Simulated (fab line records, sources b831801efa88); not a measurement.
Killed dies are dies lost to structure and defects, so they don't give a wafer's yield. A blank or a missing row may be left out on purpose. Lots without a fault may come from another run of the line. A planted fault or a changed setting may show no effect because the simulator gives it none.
Chamber matching | flow sky130 | SKY_CONTACT_CMP_27 on cmp-01: 4 sister chambers
The step polishes, stops on SiO2, t overpolish 15 s, target thk 0 nm. 33 wafers are shown with their chamber, then 12 later ones without.

WAFERS WITH THEIR CHAMBER
wafer  | chamber | time_to_endpoint_s (s) | motor_current_A (A) | overpolish_run_s (s)
L075.3 | 0       | 83                     | 10.9                | 15.008
L075.4 | 2       | 81                     | 11.8                | 14.992
L075.5 | 1       | 80                     | 11.6                | 15.005
L076.1 | 1       | 86                     | 11.5                | 14.991
L076.2 | 0       | 88                     | 12.9                | 14.983
L076.4 | 2       | 87                     | 11.4                | 15.000
L077.4 | 1       | 80                     | 10.7                | 15.003
L077.5 | 0       | 83                     | 12.0                | 15.007
L077.6 | 3       | 84                     | 11.8                | 15.001
L078.1 | 3       | 85                     | 12.4                | 14.991
L078.2 | 1       | 79                     | 11.4                | 14.988
L078.4 | 2       | 82                     | 12.5                | 15.007
L082.2 | 1       | 76                     | 11.7                | 15.015
L082.3 | 2       | 77                     | 12.3                | 15.017
L082.6 | 0       | 78                     | 11.9                | 14.996
L083.1 | 2       | 78                     | 12.0                | 15.004
L083.4 | 1       | 74                     | 11.6                | 14.991
L083.5 | 2       | 79                     | 11.2                | 14.990
L086.2 | 3       | 81                     | 11.7                | 15.005
L086.5 | 3       | 81                     | 12.0                | 14.970
L086.6 | 2       | 83                     | 12.1                | 15.001
L087.2 | 0       | 82                     | 11.9                | 15.029
L087.4 | 1       | 81                     | 11.5                | 14.996
L087.5 | 2       | 80                     | 12.2                | 14.992
L089.2 | 1       | 80                     | 11.9                | 14.979
L089.3 | 2       | 83                     | 12.0                | 14.998
L089.4 | 0       | 84                     | 12.3                | 14.995
L091.2 | 2       | 82                     | 11.5                | 14.982
L091.4 | 3       | 84                     | 11.9                | 15.017
L091.5 | 3       | 86                     | 11.8                | 15.014
L092.1 | 0       | 82                     | 11.8                | 15.011
L092.2 | 1       | 81                     | 11.4                | 14.982
L092.4 | 2       | 82                     | 11.7                | 15.019

SIGNATURES (means of the wafers above)
reading            | chamber 0 | chamber 1 | chamber 2 | chamber 3 | scatter within a chamber
time_to_endpoint_s | 82.86     | 79.67     | 81.27     | 83.50     | 2.88
motor_current_A    | 11.957    | 11.478    | 11.882    | 11.933    | 0.414
overpolish_run_s   | 15.00414  | 14.99444  | 15.00018  | 14.99967  | 0.0133
Rule: a wafer's distance from a chamber is the root of the sum, over the readings, of the square of ((its reading less the chamber's mean) divided by the reading's scatter). The wafer belongs to the nearest chamber; if the next one is less than 2 further off, it can't be placed. The scatter: the root of (the sum of the squares of (reading less its chamber's mean) over the shown wafers, divided by (wafers less chambers)).

WAFERS WITHOUT THEIR CHAMBER
wafer  | time_to_endpoint_s (s) | motor_current_A (A) | overpolish_run_s (s)
L093.2 | 81                     | 11.8                | 14.990
L093.3 | 84                     | 11.4                | 14.992
L093.5 | 83                     | 11.0                | 15.010
L095.1 | 82                     | 11.8                | 15.006
L095.2 | 85                     | 11.4                | 15.007
L095.3 | 81                     | 10.7                | 14.992
L096.3 | 86                     | 11.6                | 15.017
L096.4 | 90                     | 12.0                | 15.003
L096.5 | 86                     | 11.9                | 14.984
L097.3 | 82                     | 11.4                | 15.003
L097.4 | 78                     | 12.5                | 14.996
L097.5 | 82                     | 11.5                | 15.000

WHICH CHAMBER EACH WENT THROUGH
wafer  | from the rows above               | in truth
L093.2 | can't be placed: 2 or 1 or 3 or 0 | 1
L093.3 | can't be placed: 3 or 1 or 2 or 0 | 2
L093.5 | can't be placed: 1 or 2 or 0 or 3 | 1
L095.1 | can't be placed: 0 or 2 or 3 or 1 | 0
L095.2 | can't be placed: 3 or 0 or 2 or 1 | 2
L095.3 | can't be placed: 1 or 2 or 3 or 0 | 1
L096.3 | can't be placed: 0 or 3 or 2 or 1 | 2
L096.4 | can't be placed: 3 or 0 or 2 or 1 | 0
L096.5 | can't be placed: 3 or 0 or 2 or 1 | 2
L097.3 | can't be placed: 1 or 2 or 0 or 3 | 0
L097.4 | can't be placed: 2 or 0 or 3 or 1 | 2
L097.5 | can't be placed: 1 or 2 or 3 or 0 | 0
Placed correctly: 0 of 12. Can't be placed from these rows: 12 (the true chamber is among the candidates in 12). Placed wrongly: 0.
